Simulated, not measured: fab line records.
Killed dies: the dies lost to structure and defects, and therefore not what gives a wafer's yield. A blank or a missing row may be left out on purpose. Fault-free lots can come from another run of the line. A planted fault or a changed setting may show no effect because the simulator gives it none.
Which of the tools did it?    flow gf180mcu    Sampling: 13 lots, 39 wafers, 7 of 602 route steps

## WHAT THE GAUGES SHOWED, per wafer
GF_STI_THK_MEAS_24.
lot   measured     on             STI_CVD_23_THK (nm)
L816  day 2 03:32  film metro-04  651 646 653
L818  day 2 14:00  film metro-02  646 645 645
L821  day 3 07:34  film metro-01  643 640 646
L822  day 3 11:34  film metro-02  647 642 638
L823  day 3 15:43  film metro-04  656 658 666
L831  day 5 08:46  film metro-02  636 640 639
L832  day 5 13:35  film metro-02  637 642 646
L833  day 5 19:55  film metro-01  641 652 645
L834  day 6 00:10  film metro-01  650 636 654
L836  day 6 11:43  film metro-04  649 649 652
L837  day 6 17:04  film metro-02  654 634 656
L838  day 6 20:37  film metro-01  641 645 656
L839  day 7 05:19  film metro-02  638 650 648

GF_MVSD_OVL_MEAS_07.
lot   measured      on          MVSD_OVL (nm)
L816  day 4 10:59   overlay-02  -0.4 0.6 0.9
L818  day 4 21:55   overlay-01  -0.6 0.1 0.6
L821  day 5 17:02   overlay-01  1.2 1.1 0.0
L822  day 5 21:49   overlay-02  - - -
L823  day 6 04:17   overlay-02  -1.3 -0.1 -0.2
L831  day 7 23:46   overlay-01  0.1 -1.8 -1.7
L832  day 8 05:19   overlay-02  -3.4 -2.6 -0.9
L833  day 8 13:13   overlay-02  -2.0 -1.5 -1.9
L834  day 8 19:43   overlay-02  -0.4 0.0 0.8
L836  day 9 07:37   overlay-01  1.1 -0.1 1.0
L837  day 9 13:49   overlay-01  0.3 -0.3 1.1
L838  day 9 17:01   overlay-01  -1.7 -0.4 -1.0
L839  day 10 04:25  overlay-01  -0.7 1.0 0.0

GF_MVSD_TW_MEAS_11.
lot   measured      on             MVSD_TW
L816  day 4 11:25   film metro-04  1566 1561 1562
L818  day 4 22:21   film metro-01  1554 1558 1552
L821  day 5 17:28   film metro-04  1569 1571 1574
L822  day 5 22:15   film metro-01  30 29 29
L823  day 6 04:43   film metro-01  1563 1560 1558
L831  day 8 00:13   film metro-03  1579 1585 1581
L832  day 8 05:45   film metro-01  1567 1554 1548
L833  day 8 13:39   film metro-03  1584 1586 1589
L834  day 8 20:08   film metro-03  1570 1583 1579
L836  day 9 08:03   film metro-01  1568 1572 1562
L837  day 9 14:15   film metro-01  1563 1568 1562
L838  day 9 17:28   film metro-01  1565 1566 1569
L839  day 10 04:50  film metro-01  1562 1568 1559

GF_MVPSD_TW_MEAS_11.
lot   measured      on             MVPSD_TW
L816  day 5 01:10   film metro-04  550 547 550
L818  day 5 12:17   film metro-04  551 551 553
L821  day 6 08:16   film metro-03  555 548 553
L822  day 6 12:32   film metro-01  1570 1570 1574
L823  day 6 20:01   film metro-01  546 544 546
L831  day 8 17:10   film metro-04  552 550 555
L832  day 8 22:50   film metro-04  553 548 552
L833  day 9 06:48   film metro-01  548 547 550
L834  day 9 13:44   film metro-04  551 554 552
L836  day 10 01:56  film metro-03  555 551 554
L837  day 10 08:05  film metro-01  545 547 546
L838  day 10 11:38  film metro-01  551 546 545
L839  day 10 22:47  film metro-04  551 552 550

GF_VT_IMPLANT_OVL_MEAS_18.
lot   measured      on          VT_IMPLANT_01_OVL (nm)
L816  day 6 06:35   overlay-02  1.1 1.1 -1.6
L818  day 6 17:43   overlay-02  -0.8 -1.4 -2.2
L821  day 7 15:25   overlay-02  -1.2 -2.6 -1.3
L822  day 7 19:57   overlay-02  0.4 0.0 -0.4
L823  day 8 03:44   overlay-01  -0.6 0.2 -0.9
L831  day 10 03:38  overlay-02  -0.6 -2.5 -1.1
L832  day 10 09:18  overlay-02  1.5 -0.2 -0.5
L833  day 10 17:58  overlay-01  0.2 -1.4 -0.2
L834  day 11 02:10  overlay-01  -0.8 -1.9 -1.4
L836  day 11 14:01  overlay-02  0.5 -0.2 -0.6
L837  day 11 20:52  overlay-01  1.4 1.0 1.7
L838  day 12 00:28  overlay-01  -0.8 -1.5 -0.4
L839  day 12 12:49  overlay-01  -2.4 -2.7 -2.6

## TOOL THAT RAN EACH LOT (tool first, then ch and the chambers of the sampled wafers, then the start)
lot   GF_STI_STRIP_15                      GF_MVSD_EXPOSE_04
L816  plasma asher-04 ch 0,1, day 2 01:49  iline stepper-02 ch 0, day 4 04:16
L818  plasma asher-04 ch 0,1, day 2 12:17  iline stepper-01 ch 0, day 4 14:47
L821  plasma asher-01 ch 0,1, day 3 04:37  iline stepper-01 ch 0, day 5 09:56
L822  plasma asher-04 ch 1, day 3 08:32    iline stepper-02 ch 0, day 5 14:53
L823  plasma asher-01 ch 0,1, day 3 14:01  iline stepper-02 ch 0, day 5 21:14
L831  plasma asher-04 ch 0,1, day 5 07:04  iline stepper-02 ch 0, day 7 16:34
L832  plasma asher-01 ch 0,1, day 5 11:41  iline stepper-01 ch 0, day 7 21:38
L833  plasma asher-04 ch 0, day 5 18:11    iline stepper-01 ch 0, day 8 05:08
L834  plasma asher-03 ch 0,1, day 5 22:26  iline stepper-02 ch 0, day 8 11:46
L836  plasma asher-01 ch 0,1, day 6 09:41  iline stepper-02 ch 0, day 8 23:34
L837  plasma asher-01 ch 0,1, day 6 15:02  iline stepper-02 ch 0, day 9 06:01
L838  plasma asher-03 ch 0,1, day 6 18:52  iline stepper-01 ch 0, day 9 08:25
L839  plasma asher-01 ch 0,1, day 7 01:47  iline stepper-01 ch 0, day 9 19:49
- GF_STI_STRIP_15: strips in O2/N2.
- GF_MVSD_EXPOSE_04: exposes mask MVSD, target cd 1000 nm.

## AS READ BY THE TOOLS THEMSELVES (means over the sampled wafers that have a number; for cases with no such wafer, the mark the record gives instead)
GF_STI_STRIP_15.
lot   tool             drypump motor current A (A)  heater power w (W)  oes product au (a.u.)  platen temp c (C)  strip time to endpoint s (s)
L816  plasma asher-04  5.9                          349                 0.383                  249.92             3.72
L818  plasma asher-04  5.3                          346                 0.386                  250.12             3.72
L821  plasma asher-01  5.7                          333                 0.385                  249.93             3.73
L822  plasma asher-04  6.4                          351                 0.386                  250.08             3.73
L823  plasma asher-01  5.6                          321                 0.388                  249.92             3.73
L831  plasma asher-04  5.9                          351                 0.382                  250.08             3.75
L832  plasma asher-01  5.6                          329                 0.384                  249.98             3.78
L833  plasma asher-04  4.8                          346                 0.386                  249.86             3.73
L834  plasma asher-03  5.4                          341                 0.394                  250.11             3.83
L836  plasma asher-01  5.6                          328                 0.388                  249.99             3.78
L837  plasma asher-01  5.7                          335                 0.385                  250.27             3.74
L838  plasma asher-03  5.4                          345                 0.385                  250.01             3.74
L839  plasma asher-01  5.7                          329                 0.388                  250.17             3.82

GF_MVSD_EXPOSE_04.
lot   tool              focus offset nm (nm)
L816  iline stepper-02  0.1
L818  iline stepper-01  -0.1
L821  iline stepper-01  0.1
L822  iline stepper-02  -0.0
L823  iline stepper-02  -0.8
L831  iline stepper-02  -0.2
L832  iline stepper-01  0.0
L833  iline stepper-01  -0.1
L834  iline stepper-02  -0.2
L836  iline stepper-02  0.9
L837  iline stepper-02  0.1
L838  iline stepper-01  -0.8
L839  iline stepper-01  -0.4

## THE ANSWER, worked out from the rows above alone
Rule: what is usual is taken from the lots themselves. Put in order of their means at a reading, lots are off if they are a third of the lots or fewer, leave a main group of 4 or more, and stand apart from it by a gap of 3 or more times the standard deviation of the main group's means; of several such gaps the widest counts. The tables above print the reading to a certain number of digits; a main group whose means all agree to those digits is not used. Also off: a lot with no number at a reading for which 4 or more lots have one. Where the step has rows for the other lots, those lots are counted as sound. The gauges are gone through in route order, then the tools' own readings, and for those a lot's mean is taken as printed above. At the first step where some lot is off, the reading lying furthest off is the one used; lots without a number count as furthest.
Off: L822, at GF_MVSD_OVL_MEAS_07 (MVSD_OVL). Without a number there: L822. The main group: mean -0.4 nm, standard deviation 0.95.
If a tool, at a process step before that reading, ran all the lots that are off and no sound lot after the first of them, it fits. The gauges at GF_MVSD_OVL_MEAS_07 aren't tried: what is off there is off at GF_MVSD_TW_MEAS_11 too, on other tools, and a gauge's error can't cause that. No candidate that was tried fits.

## WHAT HAD BEEN PUT IN BY THE SIMULATOR
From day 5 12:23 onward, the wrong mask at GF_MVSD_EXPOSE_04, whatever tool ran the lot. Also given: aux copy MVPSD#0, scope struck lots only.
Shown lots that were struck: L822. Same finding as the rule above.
